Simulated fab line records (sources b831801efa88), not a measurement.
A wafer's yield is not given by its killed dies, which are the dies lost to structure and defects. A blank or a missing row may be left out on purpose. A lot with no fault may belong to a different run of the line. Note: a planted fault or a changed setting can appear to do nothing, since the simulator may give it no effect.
Which tool did it? || flow gf180mcu || 13 lots, 39 wafers sampled, at 5 steps of a route of 602

## WHAT THE GAUGES SHOWED, per wafer
GF_POLY_GATE_CD_MEAS_18.
{"lot": "L285", "measured": "day 9 09:14", "on": "cdSem-02", "cdNm (nm)": "280.4 280.7 281.4"}
{"lot": "L286", "measured": "day 9 14:01", "on": "cdSem-01", "cdNm (nm)": "282.4 281.8 280.2"}
{"lot": "L287", "measured": "day 10 00:32", "on": "cdSem-02", "cdNm (nm)": "277.3 281.3 278.9"}
{"lot": "L288", "measured": "day 10 04:52", "on": "cdSem-02", "cdNm (nm)": "279.6 282.0 281.1"}
{"lot": "L291", "measured": "day 11 04:13", "on": "cdSem-02", "cdNm (nm)": "282.9 281.6 281.8"}
{"lot": "L292", "measured": "day 11 10:55", "on": "cdSem-02", "cdNm (nm)": "281.8 283.4 279.0"}
{"lot": "L293", "measured": "day 11 19:26", "on": "cdSem-01", "cdNm (nm)": "280.4 276.1 279.0"}
{"lot": "L294", "measured": "day 12 01:43", "on": "cdSem-02", "cdNm (nm)": "281.0 279.2 279.9"}
{"lot": "L297", "measured": "day 12 21:56", "on": "cdSem-01", "cdNm (nm)": "279.2 280.6 281.6"}
{"lot": "L298", "measured": "day 13 04:49", "on": "cdSem-02", "cdNm (nm)": "282.0 281.1 282.8"}
{"lot": "L304", "measured": "day 14 22:58", "on": "cdSem-01", "cdNm (nm)": "279.6 277.8 280.0"}
{"lot": "L305", "measured": "day 15 07:57", "on": "cdSem-01", "cdNm (nm)": "278.0 278.4 280.1"}
{"lot": "L306", "measured": "day 15 13:31", "on": "cdSem-02", "cdNm (nm)": "283.4 280.2 280.0"}

GF_SAB_THK_MEAS_01.
{"lot": "L285", "measured": "day 14 10:50", "on": "filmMetro-01", "SAB_CVD_00_THK (nm)": "49.9 50.3 50.6"}
{"lot": "L286", "measured": "day 14 14:21", "on": "filmMetro-03", "SAB_CVD_00_THK (nm)": "49.7 49.3 50.4"}
{"lot": "L287", "measured": "day 15 04:25", "on": "filmMetro-01", "SAB_CVD_00_THK (nm)": "50.7 50.0 50.9"}
{"lot": "L288", "measured": "day 15 08:38", "on": "filmMetro-03", "SAB_CVD_00_THK (nm)": "48.6 48.6 48.8"}
{"lot": "L291", "measured": "day 16 10:47", "on": "filmMetro-02", "SAB_CVD_00_THK (nm)": "50.2 50.0 50.5"}
{"lot": "L292", "measured": "day 16 21:04", "on": "filmMetro-03", "SAB_CVD_00_THK (nm)": "49.5 50.4 50.5"}
{"lot": "L293", "measured": "day 17 06:45", "on": "filmMetro-02", "SAB_CVD_00_THK (nm)": "48.9 50.3 51.0"}
{"lot": "L294", "measured": "day 17 11:42", "on": "filmMetro-03", "SAB_CVD_00_THK (nm)": "49.6 50.5 50.5"}
{"lot": "L297", "measured": "day 18 15:14", "on": "filmMetro-03", "SAB_CVD_00_THK (nm)": "49.5 49.1 50.1"}
{"lot": "L298", "measured": "day 18 21:50", "on": "filmMetro-02", "SAB_CVD_00_THK (nm)": "49.7 49.2 50.2"}
{"lot": "L304", "measured": "day 21 00:25", "on": "filmMetro-01", "SAB_CVD_00_THK (nm)": "42.1 42.9 50.9"}
{"lot": "L305", "measured": "day 21 08:38", "on": "filmMetro-01", "SAB_CVD_00_THK (nm)": "41.7 49.0 50.2"}
{"lot": "L306", "measured": "day 21 15:28", "on": "filmMetro-03", "SAB_CVD_00_THK (nm)": "48.5 41.9 49.6"}

GF_CONTACT_THK_MEAS_01.
{"lot": "L285", "measured": "day 15 08:41", "on": "filmMetro-02", "CONTACT_CVD_00_THK (nm)": "287 284 283"}
{"lot": "L286", "measured": "day 15 12:11", "on": "filmMetro-04", "CONTACT_CVD_00_THK (nm)": "283 283 288"}
{"lot": "L287", "measured": "day 16 02:55", "on": "filmMetro-04", "CONTACT_CVD_00_THK (nm)": "285 280 283"}
{"lot": "L288", "measured": "day 16 07:12", "on": "filmMetro-04", "CONTACT_CVD_00_THK (nm)": "288 285 288"}
{"lot": "L291", "measured": "day 17 10:50", "on": "filmMetro-04", "CONTACT_CVD_00_THK (nm)": "288 289 288"}
{"lot": "L292", "measured": "day 17 20:19", "on": "filmMetro-02", "CONTACT_CVD_00_THK (nm)": "285 290 290"}
{"lot": "L293", "measured": "day 18 06:33", "on": "filmMetro-04", "CONTACT_CVD_00_THK (nm)": "287 285 279"}
{"lot": "L294", "measured": "day 18 11:22", "on": "filmMetro-03", "CONTACT_CVD_00_THK (nm)": "284 280 284"}
{"lot": "L297", "measured": "day 19 16:26", "on": "filmMetro-02", "CONTACT_CVD_00_THK (nm)": "286 279 285"}
{"lot": "L298", "measured": "day 19 23:13", "on": "filmMetro-03", "CONTACT_CVD_00_THK (nm)": "278 280 280"}
{"lot": "L304", "measured": "day 22 00:28", "on": "filmMetro-02", "CONTACT_CVD_00_THK (nm)": "279 284 280"}
{"lot": "L305", "measured": "day 22 09:20", "on": "filmMetro-02", "CONTACT_CVD_00_THK (nm)": "286 286 289"}
{"lot": "L306", "measured": "day 22 16:32", "on": "filmMetro-03", "CONTACT_CVD_00_THK (nm)": "289 284 288"}

## WHAT TOOL EACH LOT RAN ON (gives the tool, then ch and the chambers of the sampled wafers, and finally the start)
{"lot": "L285", "GF_SAB_CVD_00": "pecvd-04 ch 0,2, day 14 10:49", "GF_SAB_STRIP_13": "plasmaAsher-04 ch 0,1, day 15 07:47"}
{"lot": "L286", "GF_SAB_CVD_00": "pecvd-01 ch 0,1,2, day 14 14:19", "GF_SAB_STRIP_13": "plasmaAsher-03 ch 1, day 15 11:25"}
{"lot": "L287", "GF_SAB_CVD_00": "pecvd-04 ch 0,1,2, day 15 04:22", "GF_SAB_STRIP_13": "plasmaAsher-04 ch 0,1, day 16 02:09"}
{"lot": "L288", "GF_SAB_CVD_00": "pecvd-01 ch 0,1, day 15 08:35", "GF_SAB_STRIP_13": "plasmaAsher-03 ch 0,1, day 16 06:28"}
{"lot": "L291", "GF_SAB_CVD_00": "pecvd-02 ch 0,1,2, day 16 10:46", "GF_SAB_STRIP_13": "plasmaAsher-01 ch 0,1, day 17 10:04"}
{"lot": "L292", "GF_SAB_CVD_00": "pecvd-04 ch 0,1,2, day 16 21:02", "GF_SAB_STRIP_13": "plasmaAsher-01 ch 0,1, day 17 19:26"}
{"lot": "L293", "GF_SAB_CVD_00": "pecvd-01 ch 0,1,2, day 17 06:43", "GF_SAB_STRIP_13": "plasmaAsher-01 ch 0,1, day 18 05:49"}
{"lot": "L294", "GF_SAB_CVD_00": "pecvd-04 ch 0,1,2, day 17 11:41", "GF_SAB_STRIP_13": "plasmaAsher-04 ch 0,1, day 18 10:37"}
{"lot": "L297", "GF_SAB_CVD_00": "pecvd-02 ch 0,2, day 18 15:13", "GF_SAB_STRIP_13": "plasmaAsher-04 ch 0,1, day 19 15:41"}
{"lot": "L298", "GF_SAB_CVD_00": "pecvd-01 ch 0,1, day 18 21:49", "GF_SAB_STRIP_13": "plasmaAsher-04 ch 0,1, day 19 22:28"}
{"lot": "L304", "GF_SAB_CVD_00": "pecvd-01 ch 0,1, day 21 00:23", "GF_SAB_STRIP_13": "plasmaAsher-03 ch 0,1, day 21 23:42"}
{"lot": "L305", "GF_SAB_CVD_00": "pecvd-01 ch 0,1,2, day 21 08:37", "GF_SAB_STRIP_13": "plasmaAsher-03 ch 0,1, day 22 08:26"}
{"lot": "L306", "GF_SAB_CVD_00": "pecvd-01 ch 0,1, day 21 15:26", "GF_SAB_STRIP_13": "plasmaAsher-04 ch 0, day 22 15:29"}
- GF_SAB_CVD_00: deposits SiO2 from TEOS, target thk 50 nm, time 4.9302 s.
- GF_SAB_STRIP_13: strips in O2/N2.

## AS READ BY THE TOOLS THEMSELVES (means over the sampled wafers that have a number; for cases with no such wafer, the mark the record gives instead)
GF_SAB_CVD_00.
{"lot": "L285", "tool": "pecvd-04", "heaterPowerW (W)": 588}
{"lot": "L286", "tool": "pecvd-01", "heaterPowerW (W)": 666}
{"lot": "L287", "tool": "pecvd-04", "heaterPowerW (W)": 590}
{"lot": "L288", "tool": "pecvd-01", "heaterPowerW (W)": 736}
{"lot": "L291", "tool": "pecvd-02", "heaterPowerW (W)": 697}
{"lot": "L292", "tool": "pecvd-04", "heaterPowerW (W)": 590}
{"lot": "L293", "tool": "pecvd-01", "heaterPowerW (W)": 650}
{"lot": "L294", "tool": "pecvd-04", "heaterPowerW (W)": 580}
{"lot": "L297", "tool": "pecvd-02", "heaterPowerW (W)": 681}
{"lot": "L298", "tool": "pecvd-01", "heaterPowerW (W)": 733}
{"lot": "L304", "tool": "pecvd-01", "heaterPowerW (W)": 599}
{"lot": "L305", "tool": "pecvd-01", "heaterPowerW (W)": 632}
{"lot": "L306", "tool": "pecvd-01", "heaterPowerW (W)": 736}

GF_SAB_STRIP_13.
{"lot": "L285", "tool": "plasmaAsher-04", "drypumpMotorCurrentA (A)": 5.4, "heaterPowerW (W)": 305, "oesProductAu (a.u.)": 0.715, "stripTimeToEndpointS (s)": 12.56}
{"lot": "L286", "tool": "plasmaAsher-03", "drypumpMotorCurrentA (A)": 6.2, "heaterPowerW (W)": 399, "oesProductAu (a.u.)": 0.709, "stripTimeToEndpointS (s)": 12.68}
{"lot": "L287", "tool": "plasmaAsher-04", "drypumpMotorCurrentA (A)": 5.4, "heaterPowerW (W)": 306, "oesProductAu (a.u.)": 0.709, "stripTimeToEndpointS (s)": 12.57}
{"lot": "L288", "tool": "plasmaAsher-03", "drypumpMotorCurrentA (A)": 6.1, "heaterPowerW (W)": 380, "oesProductAu (a.u.)": 0.710, "stripTimeToEndpointS (s)": 12.61}
{"lot": "L291", "tool": "plasmaAsher-01", "drypumpMotorCurrentA (A)": 5.5, "heaterPowerW (W)": 301, "oesProductAu (a.u.)": 0.709, "stripTimeToEndpointS (s)": 12.53}
{"lot": "L292", "tool": "plasmaAsher-01", "drypumpMotorCurrentA (A)": 5.5, "heaterPowerW (W)": 302, "oesProductAu (a.u.)": 0.705, "stripTimeToEndpointS (s)": 12.62}
{"lot": "L293", "tool": "plasmaAsher-01", "drypumpMotorCurrentA (A)": 5.3, "heaterPowerW (W)": 317, "oesProductAu (a.u.)": 0.710, "stripTimeToEndpointS (s)": 12.59}
{"lot": "L294", "tool": "plasmaAsher-04", "drypumpMotorCurrentA (A)": 5.4, "heaterPowerW (W)": 309, "oesProductAu (a.u.)": 0.711, "stripTimeToEndpointS (s)": 12.64}
{"lot": "L297", "tool": "plasmaAsher-04", "drypumpMotorCurrentA (A)": 5.6, "heaterPowerW (W)": 294, "oesProductAu (a.u.)": 0.709, "stripTimeToEndpointS (s)": 12.58}
{"lot": "L298", "tool": "plasmaAsher-04", "drypumpMotorCurrentA (A)": 5.4, "heaterPowerW (W)": 309, "oesProductAu (a.u.)": 0.709, "stripTimeToEndpointS (s)": 12.65}
{"lot": "L304", "tool": "plasmaAsher-03", "drypumpMotorCurrentA (A)": 6.1, "heaterPowerW (W)": 362, "oesProductAu (a.u.)": 0.705, "stripTimeToEndpointS (s)": 12.63}
{"lot": "L305", "tool": "plasmaAsher-03", "drypumpMotorCurrentA (A)": 5.9, "heaterPowerW (W)": 353, "oesProductAu (a.u.)": 0.711, "stripTimeToEndpointS (s)": 12.63}
{"lot": "L306", "tool": "plasmaAsher-04", "drypumpMotorCurrentA (A)": 5.8, "heaterPowerW (W)": 283, "oesProductAu (a.u.)": 0.705, "stripTimeToEndpointS (s)": 12.65}

## THE ANSWER, worked out from the rows above alone
Rule: usual is defined by the lots themselves. The widest of any qualifying gaps counts: lots, ordered by their means at a reading, are off when they make up no more than a third of the lots, leave a main group of 4 or more, and stand apart from it by 3 or more times the standard deviation of that group's means. If all means in a main group match to the digits the tables above print for the reading, that group is not used. A lot without any number at a reading at which 4 lots or more have one is off too. Any other lot the step has rows for is counted as sound. First the gauges in route order, then the tools' own readings, where a lot's mean is used as printed above. At the first step where some lot is off, the reading lying furthest off is the one used; lots without a number count as furthest.
Off: L304, L305, L306, seen at GF_SAB_THK_MEAS_01 (SAB_CVD_00_THK). The main group has a mean of 49.9 nm with a standard deviation of 0.5.
If a tool, at a process step before that reading, ran all the lots that are off and no sound lot after the first of them, it fits. The gauges at GF_SAB_THK_MEAS_01 are tried like those tools. One fits: GF_SAB_CVD_00 on pecvd-01. A fault onset in the window from L298 (day 18 21:49, its last sound lot) to L304 (day 21 00:23, its first lot off) fits.

## WHAT THE SIMULATOR HAD PUT IN
pecvd-01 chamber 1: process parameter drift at GF_SAB_CVD_00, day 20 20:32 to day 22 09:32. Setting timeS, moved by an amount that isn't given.
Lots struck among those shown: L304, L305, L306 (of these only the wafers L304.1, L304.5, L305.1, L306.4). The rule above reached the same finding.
